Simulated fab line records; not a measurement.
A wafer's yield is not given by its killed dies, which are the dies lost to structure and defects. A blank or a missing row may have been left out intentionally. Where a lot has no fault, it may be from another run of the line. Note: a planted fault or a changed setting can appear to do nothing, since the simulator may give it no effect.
Matching of chambers | flow gf180mcu | cmp-02 running GF_V5_CMP_26: 4 sister chambers
The step polishes, stops on SiO2, t overpolish 15 s, target thk 0 nm. 16 wafers are shown with their chamber, then 8 later ones without.

## EACH WAFER AND ITS CHAMBER
wafer  | chamber | motor_current_A (A) | time_to_endpoint_s (s) | overpolish_run_s (s)
L745.2 | 3       | 11.4                | 83.4                   | 14.996
L745.4 | 1       | 12.3                | 84.5                   | 15.000
L745.5 | 0       | 10.9                | 84.6                   | 14.990
L747.1 | 2       | 9.8                 | 83.9                   | 15.002
L747.4 | 0       | 9.8                 | 87.7                   | 14.986
L747.5 | 1       | 11.5                | 86.0                   | 15.004
L748.1 | 2       | 9.9                 | 84.3                   | 15.003
L748.2 | 0       | 10.4                | 89.8                   | 15.010
L748.5 | 3       | 11.6                | 85.1                   | 14.999
L750.2 | 2       | 10.1                | 80.9                   | 14.997
L750.3 | 0       | 10.3                | 85.3                   | 14.992
L750.6 | 0       | 10.0                | 86.2                   | 14.999
L753.2 | 0       | 10.0                | 85.2                   | 15.012
L753.4 | 2       | 9.7                 | 82.4                   | 14.979
L753.6 | 0       | 10.2                | 81.8                   | 14.993
L764.1 | 2       | 10.0                | 87.7                   | 14.993

SIGNATURES (averages over the wafers above)
reading            | chamber 0 | chamber 1 | chamber 2 | chamber 3 | scatter within a chamber
motor_current_A    | 10.229    | 11.900    | 9.900     | 11.500    | 0.318
time_to_endpoint_s | 85.800    | 85.250    | 83.840    | 84.250    | 2.35
overpolish_run_s   | 14.99743  | 15.00200  | 14.99480  | 14.99750  | 0.00912
Rule: a wafer's distance from a chamber is the root of the sum, over the readings, of the square of ((its reading less the chamber's mean) divided by the reading's scatter). The wafer belongs to the nearest chamber; if the next one is less than 2 further off, it can't be placed. The scatter: take each reading less its chamber's mean, square it, sum over the shown wafers, divide by the number of wafers less the number of chambers, and take the root.

## WAFERS WHOSE CHAMBER IS MISSING
wafer  | motor_current_A (A) | time_to_endpoint_s (s) | overpolish_run_s (s)
L764.2 | 11.6                | 85.1                   | 15.009
L764.5 | 10.0                | 86.5                   | 14.994
L765.1 | 11.2                | 89.3                   | 15.010
L765.3 | 12.1                | 87.8                   | 15.000
L765.4 | 9.9                 | 87.0                   | 15.007
L766.1 | 11.2                | 85.7                   | 14.997
L766.4 | 10.2                | 86.0                   | 14.976
L766.5 | 9.6                 | 83.6                   | 15.000

## THE CHAMBER EACH PASSED THROUGH
wafer  | from the rows above          | in truth
L764.2 | can't be placed: 1 or 3      | 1
L764.5 | can't be placed: 0 or 2      | 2
L765.1 | can't be placed: 3 or 1 or 0 | 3
L765.3 | can't be placed: 1 or 3      | 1
L765.4 | can't be placed: 0 or 2      | 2
L766.1 | can't be placed: 3 or 1 or 0 | 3
L766.4 | can't be placed: 0 or 2      | 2
L766.5 | can't be placed: 2 or 0      | 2
Placed correctly: 0 of 8. Cannot be placed on the basis of these rows: 8; the candidates contain the true chamber in 8. 0 placed wrongly.
